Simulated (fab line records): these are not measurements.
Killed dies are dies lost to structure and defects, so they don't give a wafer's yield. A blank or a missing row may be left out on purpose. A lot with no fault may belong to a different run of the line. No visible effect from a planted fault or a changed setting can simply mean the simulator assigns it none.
fab line records	flow sky130
[record] lots = 13	wafers = 39	lastDay = 50
route steps=708 shown FIELD_ISO@3 PWDE@52 VT_ADJUST_LVTN@106 PAD_OPEN@708
lots that met no fault: from a run of the same line without faults
startH: the number of hours between the record's first day and the start of the first shown wafer of the lot	waitH: hours since the lot's step before	" the same as in the row above	L1.1+2: one row covering several wafers at once	- value missing, or start not given	* or withheld: withheld	< > ~ a bound
route shown NAME@n: NAME is a module with steps in the file, n the number in the route of the first one	usual: average and standard deviation across the fault-free wafers	same: alike in all rows	chamber/n: place in a boat	sites: readings site by site	_std_site: how widely they spread, as a standard deviation	_edge_site: inner sites' mean taken away from outer sites' mean	radiusMm: how far each site lies from the wafer's centre	mask NAME#n: copy n	behind: tool/chamber where the wafer was last shaped	hold: why the lot went on hold/how many hours it stayed there/how the hold came to an end	device: names the non-switching transistor (n, p or np)	end of line: the route-end tests of the same wafers	where a step has no rows: the recipe by itself	killed: not the wafer's yield, but the dies lost to structure and defects at the first sort	map: shows each die of a wafer: x if killed, . if not, _ if none is there
set.NAME: the setting the step ran with; set.NAME@STEP: the setting that earlier step ran with	model.NAME: the simulator's own value behind a step, which no gauge read
route steps across a sampled set of lots; one table per step, one row per wafer
services: the hour from which a tool's chamber was out of use, counted from the record's first day as startH (under 0 if before that day), plus the number of hours and why
[[steps]]
[step SKY_FIELD_ISO_THK_MEAS_02]
[recipe] reads = SiO2_of_FIELD_ISO_OXIDATION_01
[usual] FIELD_ISO_OXIDATION_00_THK = 12.00/0.27
lot.wafer	tool	chamber	startH	waitH	FIELD_ISO_OXIDATION_00_THK[nm]
L312.1	filmMetro-03	-	16.29	0.0	12.03
L312.3	"	-	"	"	11.89
L312.6	"	-	"	"	12.05
L313.1	filmMetro-04	-	21.87	0.0	11.77
L313.4	"	-	"	"	11.71
L313.5	"	-	"	"	11.59
L314.1	filmMetro-01	-	21.87	0.0	12.08
L314.4	"	-	"	"	11.89
L314.6	"	-	"	"	11.95
L315.4	filmMetro-03	-	27.93	0.0	12.23
L315.5	"	-	"	"	12.32
L315.6	"	-	"	"	12.48
L316.1	filmMetro-03	-	31.63	0.0	11.91
L316.3	"	-	"	"	11.74
L316.6	"	-	"	"	11.88
L322.1	filmMetro-03	-	63.00	0.0	12.32
L322.5	"	-	"	"	12.14
L322.6	"	-	"	"	12.19
L323.1	filmMetro-04	-	67.35	0.0	12.36
L323.2	"	-	"	"	12.41
L323.3	"	-	"	"	12.46
L324.2	filmMetro-04	-	73.39	0.0	11.84
L324.3	"	-	"	"	11.94
L324.4	"	-	"	"	11.91
L325.1	filmMetro-03	-	77.78	0.0	11.90
L325.3	"	-	"	"	11.94
L325.4	"	-	"	"	11.93
L326.4	filmMetro-04	-	82.17	0.0	12.58
L326.5	"	-	"	"	12.30
L326.6	"	-	"	"	12.38
L330.2	filmMetro-04	-	102.97	0.0	11.89
L330.3	"	-	"	"	11.83
L330.4	"	-	"	"	11.83
L332.1	filmMetro-03	-	111.63	0.0	12.34
L332.4	"	-	"	"	12.26
L332.5	"	-	"	"	12.33
L333.2	filmMetro-01	-	117.18	0.0	12.17
L333.3	"	-	"	"	12.51
L333.6	"	-	"	"	12.33
[step SKY_FIELD_ISO_ETCH_17]
[recipe] targetDepthA = 3420	maskMaterial = Si3N4	chemistry = HBr/Cl2/O2	target = Si	taperDeg = 5	icpW = 600	biasW = 150	pressureMtorr = 15	HBr_flow_sccm = 150	Cl2_flow_sccm = 40	O2_flow_sccm = 6	timeS = 97.7
[usual] drypumpMotorCurrentA = 5.8/0.41	oesProductAu = 1.004/0.011	runLengthS = 125.4/0.31	throttleValvePct = 25.654/0.012
lot.wafer	tool	chamber	startH	waitH	drypumpMotorCurrentA	oesProductAu	rfHoursCounterH	runLengthS	throttleValvePct
L312.1	rieSi-01	2	33.13	0.1	6.2	1.020	84	125.1	25.635
L312.3	"	0	"	"	5.2	0.995	3	125.5	25.654
L312.6	"	1	"	"	5.8	0.989	-	124.9	25.660
L313.1	rieSi-02	2	37.59	0.1	5.5	1.011	107	125.2	25.627
L313.4	"	0	"	"	5.6	1.020	0	125.3	25.651
L313.5	"	1	"	"	6.3	1.013	-	125.6	25.633
L314.1	rieSi-01	2	38.64	0.1	6.3	1.010	84	125.3	25.642
L314.4	"	1	"	"	5.8	0.975	61	125.2	25.669
L314.6	"	3	"	"	5.3	0.980	-	125.5	25.652
L315.4	rieSi-01	0	46.86	0.1	5.2	1.011	-	125.6	25.644
L315.5	"	2	"	"	6.3	1.022	-	125.3	25.641
L315.6	"	1	"	"	5.9	0.998	-	125.3	25.645
L316.1	rieSi-02	2	52.81	0.1	5.5	1.003	107	125.3	25.667
L316.3	"	1	"	"	6.4	1.011	70	126.3	25.651
L316.6	"	1	"	"	6.4	1.004	-	126.1	25.631
L322.1	rieSi-02	3	81.68	0.1	6.0	0.992	3	125.4	25.648
L322.5	"	0	"	"	5.7	1.003	-	125.4	25.665
L322.6	"	1	"	"	6.3	0.992	-	125.7	25.656
L323.1	rieSi-01	1	85.53	0.1	5.8	0.990	61	133.3	25.665
L323.2	"	2	"	"	6.3	1.021	84	133.5	25.652
L323.3	"	3	"	"	5.2	1.016	0	133.6	25.659
L324.2	rieSi-01	0	93.91	0.1	5.1	1.002	3	133.8	25.656
L324.3	"	3	"	"	5.2	1.012	0	133.5	25.647
L324.4	"	1	"	"	5.8	0.984	61	134.1	25.672
L325.1	rieSi-02	1	98.28	0.1	6.3	1.003	71	126.0	25.654
L325.3	"	0	"	"	5.6	1.009	1	125.2	25.671
L325.4	"	2	"	"	5.5	1.003	108	125.4	25.653
L326.4	rieSi-02	0	102.31	0.0	5.7	1.011	1	125.7	25.645
L326.5	"	2	"	"	5.5	1.010	-	125.0	25.646
L326.6	"	3	"	"	6.0	0.998	-	125.9	25.677
L330.2	rieSi-02	3	121.48	0.1	6.0	0.990	3	126.0	25.675
L330.3	"	1	"	"	6.3	1.020	71	125.6	25.650
L330.4	"	0	"	"	5.6	0.999	1	125.4	25.661
L332.1	rieSi-02	0	131.54	0.1	5.7	1.004	1	125.3	25.649
L332.4	"	3	"	"	6.0	1.001	3	125.5	25.647
L332.5	"	1	"	"	6.3	1.007	-	125.6	25.643
L333.2	rieSi-02	3	137.83	0.1	6.0	1.003	3	125.3	25.660
L333.3	"	1	"	"	6.3	1.005	71	125.6	25.656
L333.6	"	0	"	"	5.7	0.996	-	125.4	25.642
[step SKY_PWDE_OVL_MEAS_07]
[usual] PWDE_OVL = -0.1/1.6
lot.wafer	tool	chamber	startH	waitH	PWDE_OVL[nm]
L312.1	overlay-01	-	71.37	-	-0.4
L312.3	"	-	"	"	-4.3
L312.6	"	-	"	"	-0.3
L313.1	overlay-01	-	77.70	-	-2.1
L313.4	"	-	"	"	-1.8
L313.5	"	-	"	"	1.2
L314.1	overlay-01	-	79.16	-	-3.8
L314.4	"	-	"	"	-1.0
L314.6	"	-	"	"	-0.6
L315.4	overlay-02	-	85.72	-	-1.2
L315.5	"	-	"	"	-0.3
L315.6	"	-	"	"	0.4
L316.1	overlay-02	-	92.46	-	2.2
L316.3	"	-	"	"	2.4
L316.6	"	-	"	"	-0.8
L322.1	overlay-01	-	125.50	-	-1.1
L322.5	"	-	"	"	-1.6
L322.6	"	-	"	"	0.4
L323.1	overlay-02	-	128.71	-	-1.9
L323.2	"	-	"	"	0.2
L323.3	"	-	"	"	-1.7
L324.2	overlay-02	-	140.61	-	2.6
L324.3	"	-	"	"	2.4
L324.4	"	-	"	"	0.9
L325.1	overlay-01	-	141.26	-	-0.5
L325.3	"	-	"	"	0.9
L325.4	"	-	"	"	0.7
L326.4	overlay-01	-	145.73	-	0.8
L326.5	"	-	"	"	1.5
L326.6	"	-	"	"	-1.0
L330.2	overlay-01	-	170.02	-	-1.9
L330.3	"	-	"	"	-1.5
L330.4	"	-	"	"	-2.0
L332.1	overlay-02	-	178.65	-	-0.3
L332.4	"	-	"	"	-1.2
L332.5	"	-	"	"	-0.8
L333.2	overlay-01	-	186.17	-	-0.1
L333.3	"	-	"	"	0.7
L333.6	"	-	"	"	-1.5
[step SKY_VT_ADJUST_LVTN_STRIP_09]
[recipe] chemistry = O2/N2	powerW = 1400	pressureMtorr = 1500	platenTempC = withheld	o2FlowSccm = 2862	n2FlowSccm = 300	overashFraction = 0.5
[usual] drypumpMotorCurrentA = 6.1/0.45	oesProductAu = 0.721/0.0044	stripTimeToEndpointS = 36.99/0.092
lot.wafer	tool	chamber	startH	waitH	drypumpMotorCurrentA	oesProductAu	rfHoursCounterH	stripTimeToEndpointS
L312.1	plasmaAsher-03	1	145.31	0.1	6.4	0.716	44	36.87
L312.3	"	0	"	"	5.7	0.722	-	36.96
L312.6	"	0	"	"	5.7	0.723	-	37.04
L313.1	plasmaAsher-03	1	150.94	0.1	6.4	0.721	45	37.02
L313.4	"	0	"	"	5.7	0.726	-	36.99
L313.5	"	0	"	"	5.7	0.725	-	36.97
L314.1	plasmaAsher-01	0	168.16	0.1	6.7	0.713	48	36.88
L314.4	"	1	"	"	6.4	0.717	-	36.96
L314.6	"	0	"	"	6.7	0.720	-	36.84
L315.4	plasmaAsher-01	0	168.92	0.1	6.7	0.721	-	37.07
L315.5	"	0	"	"	6.7	0.727	-	36.93
L315.6	"	1	"	"	6.4	0.719	-	37.01
L316.1	plasmaAsher-03	0	169.56	0.1	5.7	0.714	47	36.90
L316.3	"	1	"	"	6.4	0.731	-	36.96
L316.6	"	1	"	"	6.4	0.718	-	37.01
L322.1	plasmaAsher-03	1	208.79	0.1	6.4	0.721	51	37.05
L322.5	"	0	"	"	5.7	0.720	-	36.97
L322.6	"	1	"	"	6.4	0.716	-	36.97
L323.1	plasmaAsher-01	0	213.39	0.1	6.7	0.726	53	37.08
L323.2	"	1	"	"	6.3	0.724	53	36.96
L323.3	"	0	"	"	6.7	0.723	-	37.07
L324.2	plasmaAsher-01	0	228.00	0.1	6.7	0.725	54	37.22
L324.3	"	1	"	"	6.4	0.724	-	37.02
L324.4	"	0	"	"	6.7	0.721	-	37.20
L325.1	plasmaAsher-01	1	228.21	0.1	6.4	0.715	54	36.89
L325.3	"	0	"	"	6.7	0.722	-	36.92
L325.4	"	1	"	"	6.4	0.725	-	36.89
L326.4	plasmaAsher-01	1	233.49	0.1	6.4	0.721	-	37.02
L326.5	"	0	"	"	6.7	0.719	-	37.07
L326.6	"	1	"	"	6.4	0.717	-	36.98
L330.2	plasmaAsher-02	1	260.77	0.1	5.4	0.712	10	37.13
L330.3	"	0	"	"	6.0	0.707	-	37.10
L330.4	"	1	"	"	5.3	0.719	-	37.04
L332.1	plasmaAsher-03	0	272.06	0.1	5.6	0.717	57	37.07
L332.4	"	1	"	"	6.4	0.717	-	37.00
L332.5	"	1	"	"	6.4	0.719	-	37.09
L333.2	plasmaAsher-01	1	279.79	0.1	6.4	0.717	59	37.01
L333.3	"	0	"	"	6.7	0.722	-	37.06
L333.6	"	0	"	"	6.7	0.726	-	37.11
[step SKY_PAD_OPEN_PROBE_99]
[usual] killed_at_M0_to_M3 = 44/6.8	killed_at_M4_up = 2.9/1.7	killedAtContacts = 24/5.2	killedAtFrontEnd = 15/4	killedAtOther = 0.2/0.44	killedDies = 86/9.9	killedOpen = 47/7.9	killedShort = 39/6.3
[same] grossDies = 492	killedAtBackSide = 0
lot.wafer	tool	chamber	startH	waitH	killed_at_M0_to_M3	killed_at_M4_up	killedAtContacts	killedAtFrontEnd	killedAtOther	killedDies	killedOpen	killedShort
L325.1	prober-01	-	1155.46	0.1	26	2	27	12	0	67	33	34
L325.3	prober-01	-	1155.56	0.2	48	3	28	11	0	90	50	40
L325.4	prober-01	-	1155.61	0.2	46	2	24	19	0	91	61	30
// killed by level:class
L325.1 LI_CONTACT:geometricParticle:open=8 LOCAL_INTERCONNECT:geometricParticle:short=6 CONTACT:geometricParticle:open=6 CONTACT:geometricParticle:short=6 VIA2:geometricParticle:short=5 VIA3:geometricParticle:open=4 POLY_GATE:geometricParticle:open=3 METAL1:geometricParticle:short=3
L325.3 VIA1:geometricParticle:open=11 VIA2:geometricParticle:open=9 CONTACT:geometricParticle:open=8 VIA3:geometricParticle:open=7 VIA1:geometricParticle:short=6 CONTACT:geometricParticle:short=5 METAL1:geometricParticle:short=5 LI_CONTACT:geometricParticle:short=4
L325.4 VIA1:geometricParticle:open=18 FIELD_ISO:geometricParticle:open=8 LI_CONTACT:geometricParticle:open=8 VIA3:geometricParticle:open=8 CONTACT:geometricParticle:open=7 FIELD_ISO:geometricParticle:short=5 CONTACT:geometricParticle:short=5 VIA2:geometricParticle:open=5
[[services]]
tool	chamber	startH	hours	kind
rieSi-01	3	39.63	-	clean
rieSi-01	3	39.63	14.0	scheduledDown
rieSi-01	3	39.63	14.0	ventCycle
plasmaAsher-01	-	47.73	11.3	repair
rieSi-01	2	57.57	6.1	repair
plasmaAsher-03	-	64.17	4.1	repair
plasmaAsher-02	-	108.75	9.0	pm
plasmaAsher-02	0	108.75	9.0	ventCycle
plasmaAsher-02	1	108.75	9.0	ventCycle
plasmaAsher-02	0	117.75	-	clean
plasmaAsher-02	1	117.75	-	clean
plasmaAsher-02	-	137.60	43.3	pm
plasmaAsher-01	-	205.14	2.2	repair
rieSi-02	2	263.28	-	clean
rieSi-02	2	263.28	16.6	scheduledDown
rieSi-02	2	263.28	16.6	ventCycle
[[key]]
[firstSign] step = SKY_FIELD_ISO_ETCH_17	reading = runLengthS	direction = up	sigmas = 27	usual = *	struck = *
effect none on later readings
metAt SKY_FIELD_ISO_ETCH_17
struckLots L323,L324
testerLeftOut L323,L324
notActingAt SKY_FIELD_ISO_THK_MEAS_02,SKY_PWDE_OVL_MEAS_07,SKY_VT_ADJUST_LVTN_STRIP_09
onsetBetween 46.86 85.53
[fault] kind = processParameterDrift	tool = rieSi-01	chamber = -	onsetH = 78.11	steps = SKY_FIELD_ISO_ETCH_17	channel = timeS	offset = *	shape = step	endH = 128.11	actsIn = *	stated = *
// testerLeftOut: of these lots the tester's yield and bins aren't shown, on N5 and GAA mostly nor the transistor test; their killed dies are dies lost to structure and defects alone, not to doping, threshold or leakage, so they don't give the yield
